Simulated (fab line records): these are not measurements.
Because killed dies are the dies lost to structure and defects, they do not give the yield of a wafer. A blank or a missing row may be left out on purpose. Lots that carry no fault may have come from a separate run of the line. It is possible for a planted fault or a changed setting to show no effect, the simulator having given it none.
A struck lot beside a sound one | flow sfq line | 21 out of 325 route steps
Sound: wafers L256.3, L256.5, L256.6. Struck: wafer L270.1 (left out: L270.4, L270.6 of the same lot, which were not struck); the cause appears at the end.
For every step that has rows: the tool of each side, followed by ch and its chambers, followed by its first start. Under that, the readings that differ: sound wafers | struck wafers | difference of the means | sigmas: that difference in standard deviations of wafers without a fault.
alike: a reading whose means differ by less than 2 such deviations, as well as words and numbers matching on both sides. not compared: withheld readings; readings where some wafer has no value; bounds like >300 that might hide an equal value; numbers whose values overlap and for which the record gives no deviation.
Wherever a step has rows on one side only, a row that says differs or no value, or a row with sigmas, the two part there. Numbers that don't overlap but have no deviation are shown without sigmas and don't part them. Lack of a reading on every wafer of one side parts them only where that side has two or more wafers.

SFQ_TRILAYER_A5C_DEP_PECVD_142: deposits SiO2 from SiH4/N2O, time 15.556 s, target thk 70 nm.
  sound on pecvd-02 ch 0,1,2, day 58 12:52; struck on pecvd-02 ch 1, day 62 09:43
  alike: heater power w, throttle valve pct
then, 6 steps without rows for these wafers: SFQ_TRILAYER_I5_LITHO_COAT_149 (resist thk 62 nm); SFQ_TRILAYER_I5_LITHO_COAT_144 (resist thk 650 nm); SFQ_TRILAYER_I5_LITHO_SOFTBAKE_148; SFQ_TRILAYER_I5_LITHO_EXPOSE_145 (exposes mask I5, target cd 700 nm); SFQ_TRILAYER_I5_LITHO_PEB_147 (peb time 60 s); SFQ_TRILAYER_I5_LITHO_DEVELOP_146 (time 60 s).
-- the record jumps here: 5 days lie between the struck wafers' starts before and after --
SFQ_I5_OVL_MEAS_936:
  sound on overlay-02 at day 63 16:16; struck on overlay-01 at day 66 21:45
  reading     | sound      | struck | difference | sigmas
  I5_OVL (nm) | -7 -10 -12 | 9      | +19        | +3
SFQ_TRILAYER_I5_BARC_OPEN_VIA_ETCH_200: etches BARC in O2, target depth 125 nm, time 41.7 s.
  sound on rie diel-04 ch 0,3, day 63 16:17; struck on rie diel-04 ch 1, day 66 21:47
  alike: drypump motor current A, oes product au
  not compared: rf hours counter h
SFQ_TRILAYER_I5_ETCH_VIA_ETCH_147: etches the open film in CHF3, stops on Nb, target depth 360 nm.
  sound on rie diel-04 ch 0,3, day 63 16:19; struck on rie diel-04 ch 1, day 66 21:50
  alike: drypump motor current A, oes product au
SFQ_TRILAYER_I5_STRIP_STRIP_148: strips in O2.
  sound on rie metal-02 ch 0,1, day 63 16:40; struck on rie metal-04 ch 0, day 66 21:59
  reading                | sound | struck | difference                   | sigmas
  rf hours counter h (h) | - - - | 38     | no value on the sound wafers |
  alike: drypump motor current A, oes product au
then, 1 step without rows for these wafers: SFQ_TRILAYER_I5_STRIP_SOLV_CLEAN_149 (cleans in NMP, time 600 s).
SFQ_TRILAYER_C5_LITHO_COAT_156: resist thk 62 nm.
  sound on litho track-01 ch 0, day 63 17:22; struck on litho track-02 ch 0, day 66 22:46
  reading                                              | sound             | struck | difference | sigmas
  model.BARC_of_TRILAYER_C5_LITHO_COAT_156.thk nm (nm) | 62.04 61.92 62.12 | 66.81  | +4.78      |
then, 5 steps without rows for these wafers: SFQ_TRILAYER_C5_LITHO_COAT_151 (resist thk 650 nm); SFQ_TRILAYER_C5_LITHO_SOFTBAKE_155; SFQ_TRILAYER_C5_LITHO_EXPOSE_152 (exposes mask C5, target cd 500 nm); SFQ_TRILAYER_C5_LITHO_PEB_154 (peb time 60 s); SFQ_TRILAYER_C5_LITHO_DEVELOP_153 (time 60 s).
SFQ_C5_OVL_MEAS_937:
  sound on overlay-02 at day 63 19:32; struck on overlay-01 at day 67 09:38
  alike: C5_OVL
SFQ_TRILAYER_C5_BARC_OPEN_VIA_ETCH_210: etches BARC in O2, target depth 125 nm, time 41.7 s.
  sound on rie diel-03 ch 0,1,3, day 63 19:33; struck on rie diel-01 ch 1, day 67 09:40
  reading                  | sound             | struck | difference | sigmas
  oes product au (a.u.)    | 0.687 0.684 0.692 | 0.701  | +0.013     | +3
  model.etch.depth nm (nm) | 62.04 61.92 62.12 | 66.81  | +4.78      |
  alike: drypump motor current A
  not compared: rf hours counter h
SFQ_TRILAYER_C5_ETCH_VIA_ETCH_154: etches SiO2 in CHF3, stops on Nb, target depth 84 nm.
  sound on rie diel-03 ch 0,1,3, day 63 19:35; struck on rie diel-01 ch 1, day 67 09:43
  alike: drypump motor current A, oes product au

== WHERE THEY PART ==
First at SFQ_I5_OVL_MEAS_936; last, within this record, at SFQ_TRILAYER_C5_BARC_OPEN_VIA_ETCH_210. Later steps at which nothing parts them and some readings are alike: SFQ_TRILAYER_C5_ETCH_VIA_ETCH_154.

WHY: what the simulator had put in
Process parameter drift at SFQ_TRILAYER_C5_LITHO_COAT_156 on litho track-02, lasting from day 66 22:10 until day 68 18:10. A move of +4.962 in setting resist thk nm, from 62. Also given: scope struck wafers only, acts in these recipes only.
